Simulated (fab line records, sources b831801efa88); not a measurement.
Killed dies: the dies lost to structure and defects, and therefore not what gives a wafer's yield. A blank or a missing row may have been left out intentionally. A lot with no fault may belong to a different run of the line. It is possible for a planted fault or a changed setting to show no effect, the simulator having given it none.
Struck lot and sound lot, side by side | flow gf180mcu | 14 steps out of a route of 602
Sound: the wafers L992.1, L992.4, L992.6. Struck: wafers L110.3, L110.4, L110.5. The cause is named last.
Each step with rows lists, per side, the tool, then ch with its chambers, then its first start. Under that, the readings that differ: sound wafers | struck wafers | difference of the means | sigmas: that difference in standard deviations of wafers without a fault.
alike: same words and numbers on both sides, and readings whose means sit less than 2 such deviations apart. not compared: any withheld reading, any reading some wafer has no value for, any bound like >300 that may hide the same value, and any number with overlapping values for which the record gives no deviation.
The two part at a step that has a row with sigmas, a row that says differs or no value, or rows on one side only. Non-overlapping numbers with no deviation appear without sigmas and do not part them. A reading missing from all wafers of one side parts the sides only when that side holds two or more wafers.

GF_V3_OVL_MEAS_15:
  sound on overlay-01 at day 21 23:37; struck on overlay-01 at day 28 05:19
  alike: V3_OVL
GF_V3_ETCH_16: etches BARC in N2/H2.
  sound on rie_diel-04 ch 0,3, day 21 23:39; struck on rie_diel-04 ch 0,2,3, day 28 05:20
  alike: drypump_motor_current_A, n2_flow_sccm, oes_product_au, throttle_valve_pct
GF_V3_ETCH_17: etches SiO2 in C4F8/O2/Ar, stops on TiN, target depth 635 nm.
  sound on rie_diel-04 ch 0,3; struck on rie_diel-04 ch 0,2,3
  alike: oes_product_au
then, 4 steps without rows for these wafers: GF_V3_STRIP_18 (strips in O2/N2); GF_V3_STRIP_19 (strips in post etch residue remover, time 1200 s); GF_V3_CLEAN_20 (cleans in DIW); GF_V3_SPUTTER_21 (material Ti, target thk 15 nm, time 80.02 s).
GF_V3_SPUTTER_22: material TiN, target thk 10 nm, time 40 s.
  sound on pvd_sputter-02 at day 22 00:23; struck on pvd_sputter-01 at day 28 06:06
  alike: cathode_dc_power_W, chamber_pressure_pa, throttle_valve_pct
GF_V3_CVD_23: deposits W, target thk 350 nm, time 104.9 s.
  sound on cvd_w-01 ch 0,1, day 22 00:25; struck on cvd_w-01 ch 0, day 28 06:13
  alike: chamber_pressure_Torr, heater_power_outer_w, heater_power_w
GF_V3_RS_MEAS_24: the measuring method here is four-point-probe.
  sound on film_metro-04 at day 22 00:32; struck on film_metro-01 at day 28 06:24
  alike: V3_W_RS
GF_V3_THK_MEAS_25: measures by xrf.
  sound on film_metro-04 at day 22 00:39; struck on film_metro-01 at day 28 06:30
  alike: V3_W_THK
GF_V3_CMP_26: polishes, stops on SiO2, t overpolish 15.76 s, target thk 0 nm.
  sound on cmp-02 ch 1,2,3, day 22 00:43; struck on cmp-01 ch 1,3, day 28 06:32
  alike: edge_zone_pressure_frac, head_pressure_psi, motor_current_A, overpolish_run_s, slurry_flow_ml_min, time_to_endpoint_s
GF_M4_SPUTTER_00: material Ti, target thk 37.5 nm, time 150 s.
  sound on pvd_sputter-04 at day 22 01:01; struck on pvd_sputter-04 at day 28 06:50
  no value came back on the struck wafers for cathode_dc_power_W (W), chamber_pressure_pa (Pa), throttle_valve_pct (%); on the sound wafers cathode_dc_power_W (W) reads 3999.8 4000.1 3999.9
then, 1 step without rows for these wafers: GF_M4_SPUTTER_01 (material TiN, target thk 30 nm, time 25 s).

== WHERE THEY PART ==
Within this record, at GF_M4_SPUTTER_00 only.

WHY: what had been put in by the simulator
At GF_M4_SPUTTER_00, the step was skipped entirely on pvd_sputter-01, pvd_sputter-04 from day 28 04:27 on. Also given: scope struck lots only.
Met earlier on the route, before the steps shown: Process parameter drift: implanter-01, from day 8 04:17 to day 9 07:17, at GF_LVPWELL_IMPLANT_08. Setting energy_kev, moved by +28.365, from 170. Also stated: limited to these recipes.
